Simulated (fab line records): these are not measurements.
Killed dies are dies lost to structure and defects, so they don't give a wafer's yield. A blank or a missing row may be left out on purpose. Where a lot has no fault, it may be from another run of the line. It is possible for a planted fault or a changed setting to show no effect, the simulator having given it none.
fab line records    flow sky130
record lots=13  wafers=39  last-day=50
route steps=708 shown POLY_GATE@235 LDD_P@262 LDD_LDN@296 PAD_OPEN@708
lots that met no fault: from a run of the same line without faults
start-h: the number of hours between the record's first day and the start of the first shown wafer of the lot    wait-h: how many hours have passed since the lot's step before this one    " as in the row above    L1.1+2: one row covering several wafers at once    - no value, or no start was given    * or withheld: withheld    < > ~ a bound
route shown NAME@n: NAME is a module with steps in the file, n the number in the route of the first one    usual: the fault-free wafers' mean and standard deviation    same: alike in all rows    chamber/n: place in a boat    sites: readings site by site    _std_site: their standard deviation    _edge_site: outer sites' mean less inner sites'    radius-mm: how far each site lies from the wafer's centre    mask NAME#n: copy n    behind: the most recent tool/chamber to have shaped the wafer    hold: reason for holding the lot/hours on hold/outcome of the hold    device: transistor that didn't switch, given as n, p or np    end of line: tests of these same wafers at the route's end    a step given without rows: its recipe and nothing more    killed: at the first sort, the dies lost to defects and structure; wafer yield is something else    map: a wafer's dies, marking killed ones x, the rest . and places with no die _
set.NAME: the setting as run; set.NAME@STEP: as run at that earlier step    model.NAME: the simulator's own value behind a step, which no gauge read
route steps across a sampled set of lots; one table per step, one row per wafer
services: when a tool's chamber went out of use (start-h, in hours from the record's first day, below 0 if earlier), for how many hours, and the reason
## steps
# step SKY_POLY_GATE_THK_MEAS_21
# recipe reads=SiO2_of_POLY_GATE_OXIDATION_20
# usual POLY_GATE_OXIDATION_THK=4.03/0.076
lot.wafer  tool           chamber  start-h  wait-h  POLY_GATE_OXIDATION_THK[nm]
L995.1     film-metro-01  -        406.02   0.0     4.02
L995.4     "              -        "        "       3.97
L995.6     "              -        "        "       3.88
L996.3     film-metro-03  -        415.65   0.0     4.06
L996.5     "              -        "        "       4.05
L996.6     "              -        "        "       4.12
L997.1     film-metro-02  -        424.00   0.0     4.18
L997.4     "              -        "        "       4.07
L997.6     "              -        "        "       4.11
L998.1     film-metro-03  -        435.74   0.0     4.02
L998.2     "              -        "        "       3.96
L998.6     "              -        "        "       3.93
L999.1     film-metro-02  -        445.17   0.0     4.04
L999.2     "              -        "        "       4.05
L999.4     "              -        "        "       4.00
L101.1     film-metro-03  -        460.16   0.0     4.05
L101.3     "              -        "        "       4.08
L101.5     "              -        "        "       4.12
L103.1     film-metro-01  -        481.00   0.0     3.84
L103.4     "              -        "        "       3.88
L103.5     "              -        "        "       3.81
L107.2     film-metro-01  -        504.82   0.0     4.05
L107.3     "              -        "        "       4.04
L107.4     "              -        "        "       3.92
L106.1     film-metro-01  -        506.78   0.0     3.97
L106.2     "              -        "        "       3.95
L106.3     "              -        "        "       4.02
L108.1     film-metro-01  -        513.82   0.0     4.02
L108.5     "              -        "        "       4.02
L108.6     "              -        "        "       4.05
L113.2     film-metro-03  -        558.32   0.0     4.06
L113.5     "              -        "        "       3.96
L113.6     "              -        "        "       4.08
L114.2     film-metro-03  -        570.77   0.0     3.95
L114.3     "              -        "        "       3.97
L114.4     "              -        "        "       4.03
L115.1     film-metro-02  -        575.61   0.0     4.01
L115.2     "              -        "        "       4.02
L115.6     "              -        "        "       4.03
# step SKY_LDD_P_CD_MEAS_07
# recipe target-cd-nm=380
# usual cd-nm=379.8/2
lot.wafer  tool       chamber  start-h  wait-h  cd-nm
L995.1     cd-sem-01  -        469.56   0.1     380.8
L995.4     "          -        "        "       380.3
L995.6     "          -        "        "       382.1
L996.3     cd-sem-01  -        479.85   0.1     377.9
L996.5     "          -        "        "       376.0
L996.6     "          -        "        "       375.3
L997.1     cd-sem-02  -        487.70   0.1     383.2
L997.4     "          -        "        "       381.0
L997.6     "          -        "        "       381.1
L998.1     cd-sem-01  -        500.08   0.1     382.3
L998.2     "          -        "        "       379.7
L998.6     "          -        "        "       381.6
L999.1     cd-sem-01  -        509.28   0.1     381.0
L999.2     "          -        "        "       383.7
L999.4     "          -        "        "       379.2
L101.1     cd-sem-02  -        525.16   0.1     381.4
L101.3     "          -        "        "       382.5
L101.5     "          -        "        "       381.6
L103.1     cd-sem-01  -        544.33   0.1     378.7
L103.4     "          -        "        "       380.3
L103.5     "          -        "        "       380.3
L107.2     cd-sem-02  -        569.57   0.1     379.5
L107.3     "          -        "        "       380.0
L107.4     "          -        "        "       380.1
L106.1     cd-sem-01  -        570.36   0.1     382.4
L106.2     "          -        "        "       380.6
L106.3     "          -        "        "       381.2
L108.1     cd-sem-01  -        577.20   0.1     379.9
L108.5     "          -        "        "       379.2
L108.6     "          -        "        "       381.0
L113.2     cd-sem-02  -        620.95   0.1     381.6
L113.5     "          -        "        "       379.6
L113.6     "          -        "        "       378.5
L114.2     cd-sem-02  -        631.25   0.1     379.6
L114.3     "          -        "        "       380.9
L114.4     "          -        "        "       378.5
L115.1     cd-sem-02  -        636.95   0.1     378.3
L115.2     "          -        "        "       379.9
L115.6     "          -        "        "       380.9
# step SKY_LDD_LDN_OVL_MEAS_07
# usual LDD_LDN_OVL=-0.5/1.2
lot.wafer  tool        chamber  start-h  wait-h  LDD_LDN_OVL[nm]
L995.1     overlay-01  -        564.36   0.1     -2.7
L995.4     "           -        "        "       -2.3
L995.6     "           -        "        "       -1.3
L996.3     overlay-01  -        574.17   0.1     0.1
L996.5     "           -        "        "       -1.4
L996.6     "           -        "        "       -0.9
L997.1     overlay-01  -        582.06   0.1     1.7
L997.4     "           -        "        "       -0.9
L997.6     "           -        "        "       -0.5
L998.1     overlay-02  -        594.50   0.1     1.4
L998.2     "           -        "        "       0.7
L998.6     "           -        "        "       -2.0
L999.1     overlay-02  -        603.91   0.1     -0.4
L999.2     "           -        "        "       -1.3
L999.4     "           -        "        "       1.8
L101.1     overlay-01  -        618.86   0.1     -0.6
L101.3     "           -        "        "       0.9
L101.5     "           -        "        "       -1.5
L103.1     overlay-02  -        636.36   0.1     0.9
L103.4     "           -        "        "       0.7
L103.5     "           -        "        "       1.3
L107.2     overlay-02  -        659.27   0.1     -1.3
L107.3     "           -        "        "       0.0
L107.4     "           -        "        "       -1.9
L106.1     overlay-02  -        659.95   0.1     0.6
L106.2     "           -        "        "       -1.1
L106.3     "           -        "        "       -0.3
L108.1     overlay-01  -        667.55   0.1     0.8
L108.5     "           -        "        "       -0.3
L108.6     "           -        "        "       0.1
L113.2     overlay-01  -        708.27   0.1     0.6
L113.5     "           -        "        "       0.9
L113.6     "           -        "        "       -1.0
L114.2     overlay-01  -        718.66   0.1     -0.3
L114.3     "           -        "        "       -0.1
L114.4     "           -        "        "       0.8
L115.1     overlay-02  -        724.25   0.1     -2.0
L115.2     "           -        "        "       -2.5
L115.6     "           -        "        "       -2.7
# step SKY_LDD_LDN_STRIP_12
# recipe chemistry=O2/N2  power-w=1400  pressure-mtorr=1500  platen-temp-c=withheld  o2-flow-sccm=3000  n2-flow-sccm=300  overash-fraction=0.5
# usual chamber-pressure-mTorr=1499.8/1.4  drypump-motor-current-A=5.6/0.56  oes-product-au=0.716/0.0046  strip-time-to-endpoint-s=14.19/0.037
lot.wafer  tool             chamber  start-h  wait-h  chamber-pressure-mTorr  drypump-motor-current-A  oes-product-au  rf-hours-counter-h  strip-time-to-endpoint-s
L995.1     plasma-asher-01  1        565.00   0.1     1500.5                  6.1                      0.726           13                  14.14
L995.4     "                1        "        "       1501.9                  6.1                      0.715           -                   14.12
L995.6     "                1        "        "       1499.7                  6.1                      0.714           -                   14.12
L996.3     plasma-asher-04  0        574.88   0.2     1498.0                  5.0                      0.713           -                   14.17
L996.5     "                1        "        "       1502.3                  6.3                      0.718           -                   14.13
L996.6     "                0        "        "       1500.5                  5.0                      0.719           -                   14.14
L997.1     plasma-asher-01  0        582.70   0.1     1500.3                  5.0                      0.713           15                  14.22
L997.4     "                1        "        "       1499.2                  6.1                      0.714           -                   14.21
L997.6     "                0        "        "       1499.7                  5.0                      0.710           -                   14.20
L998.1     plasma-asher-04  0        595.14   0.1     1499.8                  5.0                      0.721           77                  14.18
L998.2     "                1        "        "       1498.7                  6.3                      0.722           77                  14.18
L998.6     "                0        "        "       1498.2                  5.0                      0.719           -                   14.16
L999.1     plasma-asher-01  0        604.55   0.1     1501.0                  5.0                      0.717           17                  14.13
L999.2     "                1        "        "       1498.8                  6.1                      0.714           17                  14.12
L999.4     "                0        "        "       1500.6                  5.0                      0.721           -                   14.12
L101.1     plasma-asher-04  1        619.50   0.1     1499.7                  6.3                      0.716           79                  14.19
L101.3     "                1        "        "       1499.3                  6.4                      0.709           -                   14.16
L101.5     "                1        "        "       1499.3                  6.3                      0.721           -                   14.17
L103.1     plasma-asher-04  1        637.00   0.1     1500.5                  6.4                      0.716           81                  14.18
L103.4     "                0        "        "       1500.8                  5.0                      0.720           -                   14.19
L103.5     "                1        "        "       1499.8                  6.3                      0.717           -                   14.21
L107.2     plasma-asher-02  1        659.90   0.1     1502.9                  5.7                      0.714           54                  14.29
L107.3     "                0        "        "       1503.0                  5.3                      0.720           -                   14.24
L107.4     "                1        "        "       1500.4                  5.7                      0.715           -                   14.23
L106.1     plasma-asher-04  0        660.59   0.1     -                       -                        -               -                   -
L106.2     "                1        "        "       -                       -                        -               -                   -
L106.3     "                1        "        "       -                       -                        -               -                   -
L108.1     plasma-asher-02  0        668.19   0.1     -                       -                        -               -                   -
L108.5     "                0        "        "       -                       -                        -               -                   -
L108.6     "                1        "        "       -                       -                        -               -                   -
L113.2     plasma-asher-04  0        708.90   0.1     1499.3                  5.0                      0.710           88                  14.11
L113.5     "                1        "        "       1499.5                  6.4                      0.712           -                   14.14
L113.6     "                0        "        "       1499.2                  5.0                      0.713           -                   14.18
L114.2     plasma-asher-01  1        719.29   0.1     1501.9                  6.1                      0.714           28                  14.26
L114.3     "                0        "        "       1499.8                  5.0                      0.706           -                   14.26
L114.4     "                1        "        "       1498.8                  6.1                      0.717           -                   14.19
L115.1     plasma-asher-02  1        725.01   0.1     1501.1                  5.7                      0.715           61                  14.18
L115.2     "                0        "        "       1498.2                  5.3                      0.712           61                  14.16
L115.6     "                0        "        "       1500.2                  5.3                      0.713           -                   14.17
# step SKY_PAD_OPEN_PROBE_99
# usual killed_at_M0_to_M3=43/7.1  killed_at_M4_up=3.2/1.9  killed-at-contacts=23/5.1  killed-at-front-end=15/4.5  killed-at-other=0.4/0.65  killed-dies=85/9.4  killed-on-rim=17/4  killed-open=47/6.8  killed-short=38/6.1
# same gross-dies=492  killed-at-back-side=0
lot.wafer  tool       chamber  start-h  wait-h  killed_at_M0_to_M3  killed_at_M4_up  killed-at-contacts  killed-at-front-end  killed-at-other  killed-dies  killed-on-rim  killed-open  killed-short
L999.1     prober-01  -        1137.98  0.1     51                  1                32                  15                   1                100          14             64           36
L999.2     prober-01  -        1138.03  0.1     46                  3                20                  17                   0                86           20             48           38
L999.4     prober-01  -        1138.13  0.2     46                  4                32                  24                   0                106          25             56           50
L103.1     prober-01  -        1156.78  0.1     46                  1                21                  14                   0                82           18             45           36
L103.4     prober-01  -        1156.93  0.2     42                  4                27                  18                   0                91           14             53           36
L103.5     prober-01  -        1156.98  0.2     43                  4                28                  12                   0                87           12             52           35
L107.2     prober-02  -        1170.67  0.1     40                  3                23                  14                   0                80           16             45           35
L107.3     prober-02  -        1170.72  0.2     50                  1                22                  9                    1                83           14             42           41
L107.4     prober-02  -        1170.77  0.2     45                  6                26                  14                   0                91           19             52           39
L106.1     prober-01  -        1171.47  0.1     40                  7                29                  415                  1                492          96             57           33
L106.2     prober-01  -        1171.52  0.1     55                  0                22                  414                  1                492          96             48           37
L106.3     prober-01  -        1171.57  0.2     39                  4                15                  434                  0                492          96             38           33
L108.1     prober-02  -        1177.31  0.1     53                  2                24                  412                  1                492          96             55           35
L108.5     prober-02  -        1177.51  0.2     39                  5                23                  425                  0                492          96             42           40
L108.6     prober-02  -        1177.56  0.2     44                  1                23                  424                  0                492          96             48           35
L113.2     prober-01  -        1198.63  0.1     44                  2                27                  11                   0                84           12             42           42
L113.5     prober-01  -        1198.78  0.2     41                  0                26                  15                   0                82           13             48           34
L113.6     prober-01  -        1198.83  0.2     35                  7                28                  11                   1                82           19             45           36
L114.2     prober-02  -        1203.73  0.1     42                  3                24                  16                   0                85           22             49           36
L114.3     prober-02  -        1203.78  0.2     36                  7                18                  14                   0                75           12             35           40
L114.4     prober-02  -        1203.83  0.2     40                  6                21                  19                   0                86           16             48           38
# killed by level:class
L999.1 LI_CONTACT:geometric-particle:open=12 VIA2:geometric-particle:open=10 CONTACT:geometric-particle:open=10 VIA1:geometric-particle:open=9 VIA3:geometric-particle:open=8 METAL1:geometric-particle:short=5 FIELD_ISO:geometric-particle:short=4 FIELD_ISO:geometric-particle:open=4
L999.2 VIA1:geometric-particle:open=10 LI_CONTACT:geometric-particle:open=8 CONTACT:geometric-particle:open=6 VIA2:geometric-particle:short=5 VIA3:geometric-particle:open=5 FIELD_ISO:geometric-particle:short=4 METAL1:geometric-particle:short=4 VIA1:geometric-particle:short=4
L999.4 CONTACT:geometric-particle:open=15 VIA1:geometric-particle:open=11 VIA2:geometric-particle:open=7 CONTACT:geometric-particle:short=7 METAL1:geometric-particle:short=7 POLY_GATE:geometric-particle:short=5 POLY_GATE:geometric-particle:open=5 METAL2:geometric-particle:short=5
L103.1 VIA1:geometric-particle:open=14 CONTACT:geometric-particle:open=8 METAL2:geometric-particle:short=8 LI_CONTACT:geometric-particle:open=7 VIA1:geometric-particle:short=5 VIA3:geometric-particle:short=5 FIELD_ISO:geometric-particle:open=3 FIELD_ISO:geometric-particle:short=3
L103.4 CONTACT:geometric-particle:open=12 VIA1:geometric-particle:open=10 LI_CONTACT:geometric-particle:open=6 METAL2:geometric-particle:short=6 VIA3:geometric-particle:open=6 FIELD_ISO:geometric-particle:short=5 VIA2:geometric-particle:open=5 POLY_GATE:geometric-particle:short=4
L103.5 VIA1:geometric-particle:open=13 CONTACT:geometric-particle:open=9 VIA3:geometric-particle:open=8 LI_CONTACT:geometric-particle:short=6 LI_CONTACT:geometric-particle:open=6 FIELD_ISO:geometric-particle:short=4 VIA2:geometric-particle:open=4 LOCAL_INTERCONNECT:geometric-particle:short=4
L107.2 LI_CONTACT:geometric-particle:open=11 VIA1:geometric-particle:open=9 POLY_GATE:geometric-particle:short=6 METAL1:geometric-particle:short=6 VIA2:geometric-particle:open=6 CONTACT:geometric-particle:open=5 VIA3:geometric-particle:open=5 FIELD_ISO:geometric-particle:open=3
L107.3 VIA1:geometric-particle:open=10 METAL1:geometric-particle:short=9 VIA3:geometric-particle:open=8 METAL2:geometric-particle:short=7 LI_CONTACT:geometric-particle:open=7 CONTACT:geometric-particle:open=7 FIELD_ISO:geometric-particle:short=5 CONTACT:geometric-particle:short=5
L107.4 CONTACT:geometric-particle:open=11 VIA1:geometric-particle:short=9 VIA1:geometric-particle:open=8 VIA3:geometric-particle:open=8 LI_CONTACT:geometric-particle:open=7 VIA2:geometric-particle:open=5 FIELD_ISO:geometric-particle:open=4 METAL1:geometric-particle:short=4
L106.1 SPACER:area-cvd=401 CONTACT:geometric-particle:open=14 VIA1:geometric-particle:open=9 VIA2:geometric-particle:open=8 LI_CONTACT:geometric-particle:open=7 VIA3:geometric-particle:open=6 FIELD_ISO:geometric-particle:open=5 LI_CONTACT:geometric-particle:short=5
L106.2 SPACER:area-cvd=407 VIA2:geometric-particle:open=10 VIA1:geometric-particle:open=9 LI_CONTACT:geometric-particle:open=8 VIA3:geometric-particle:open=6 VIA1:geometric-particle:short=6 METAL3:geometric-particle:short=5 VIA2:geometric-particle:short=5
L106.3 SPACER:area-cvd=421 VIA1:geometric-particle:open=12 VIA3:geometric-particle:open=9 FIELD_ISO:geometric-particle:short=6 CONTACT:geometric-particle:open=5 LOCAL_INTERCONNECT:geometric-particle:short=4 CONTACT:geometric-particle:short=4 SPACER:geometric-particle:short=3
L108.1 SPACER:area-cvd=402 VIA1:geometric-particle:open=18 VIA3:geometric-particle:open=10 CONTACT:geometric-particle:open=9 METAL2:geometric-particle:short=7 LI_CONTACT:geometric-particle:open=7 POLY_GATE:geometric-particle:short=6 CONTACT:geometric-particle:short=5
L108.5 SPACER:area-cvd=410 CONTACT:geometric-particle:open=10 VIA1:geometric-particle:open=10 VIA3:geometric-particle:open=8 POLY_GATE:geometric-particle:short=6 VIA2:geometric-particle:open=5 FIELD_ISO:geometric-particle:short=4 CONTACT:geometric-particle:short=4
L108.6 SPACER:area-cvd=409 VIA1:geometric-particle:open=10 VIA3:geometric-particle:open=9 LI_CONTACT:geometric-particle:open=7 CONTACT:geometric-particle:open=7 VIA2:geometric-particle:open=6 VIA1:geometric-particle:short=6 FIELD_ISO:geometric-particle:open=5
L113.2 VIA1:geometric-particle:open=11 LOCAL_INTERCONNECT:geometric-particle:short=8 VIA1:geometric-particle:short=8 CONTACT:geometric-particle:open=7 VIA2:geometric-particle:short=6 VIA3:geometric-particle:open=6 FIELD_ISO:geometric-particle:open=5 CONTACT:geometric-particle:short=5
L113.5 VIA1:geometric-particle:open=17 CONTACT:geometric-particle:open=9 LI_CONTACT:geometric-particle:open=7 LOCAL_INTERCONNECT:geometric-particle:short=5 METAL2:geometric-particle:short=5 FIELD_ISO:geometric-particle:open=4 METAL1:geometric-particle:short=4 VIA2:geometric-particle:open=4
L113.6 LI_CONTACT:geometric-particle:open=9 VIA1:geometric-particle:open=9 CONTACT:geometric-particle:open=8 VIA2:geometric-particle:open=7 METAL4:geometric-particle:short=5 VIA3:geometric-particle:short=4 VIA2:geometric-particle:short=4 LI_CONTACT:geometric-particle:short=3
L114.2 LI_CONTACT:geometric-particle:open=10 VIA1:geometric-particle:open=9 METAL1:geometric-particle:short=8 FIELD_ISO:geometric-particle:open=7 CONTACT:geometric-particle:open=6 CONTACT:geometric-particle:short=5 VIA2:geometric-particle:open=5 METAL3:geometric-particle:short=4
L114.3 METAL2:geometric-particle:short=9 CONTACT:geometric-particle:open=8 FIELD_ISO:geometric-particle:open=7 VIA3:geometric-particle:short=7 FIELD_ISO:geometric-particle:short=6 METAL4:geometric-particle:short=5 METAL1:geometric-particle:short=5 LI_CONTACT:geometric-particle:open=4
L114.4 VIA1:geometric-particle:open=12 LOCAL_INTERCONNECT:geometric-particle:short=7 CONTACT:geometric-particle:open=7 FIELD_ISO:geometric-particle:short=6 VIA3:geometric-particle:open=6 POLY_GATE:geometric-particle:short=5 LI_CONTACT:geometric-particle:open=5 METAL1:geometric-particle:short=5
## services
tool             chamber  start-h  hours  kind
plasma-asher-02  -        552.52   3.8    repair
plasma-asher-02  -        564.45   0.4    repair
plasma-asher-01  -        571.96   3.2    repair
plasma-asher-02  -        572.81   2.8    pm
plasma-asher-01  -        633.67   4.3    pm
## key
first-sign step=SKY_LDD_LDN_STRIP_12  reading=tool-record  direction=missing
effect step=SKY_PAD_OPEN_PROBE_99  reading=killed-at-front-end  direction=up  sigmas=89  usual=15  struck=421
more-kills-born-at SKY_SPACER_CVD_00@lpcvd-02=2450
met-at SKY_LDD_LDN_STRIP_12
struck-lots L106,L108
later-rows-left-out L106.1,L106.2,L106.3,L108.1,L108.5,L108.6
tester-left-out L106,L108
not-acting-at SKY_POLY_GATE_THK_MEAS_21,SKY_LDD_P_CD_MEAS_07,SKY_LDD_LDN_OVL_MEAS_07
onset-between 659.90 660.59
fault kind=skipped-step-whole  tool=plasma-asher-02,plasma-asher-04  chamber=-  onset-h=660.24  steps=SKY_LDD_LDN_STRIP_12  scope=struck-lots-only
# tester-left-out: of these lots the tester's yield and bins aren't shown, on N5 and GAA mostly nor the transistor test; their killed dies are dies lost to structure and defects alone, not to doping, threshold or leakage, so they don't give the yield
# later-rows-left-out: the simulator's readings of these wafers behind a module that went badly wrong aren't trusted and aren't shown, but for the sort
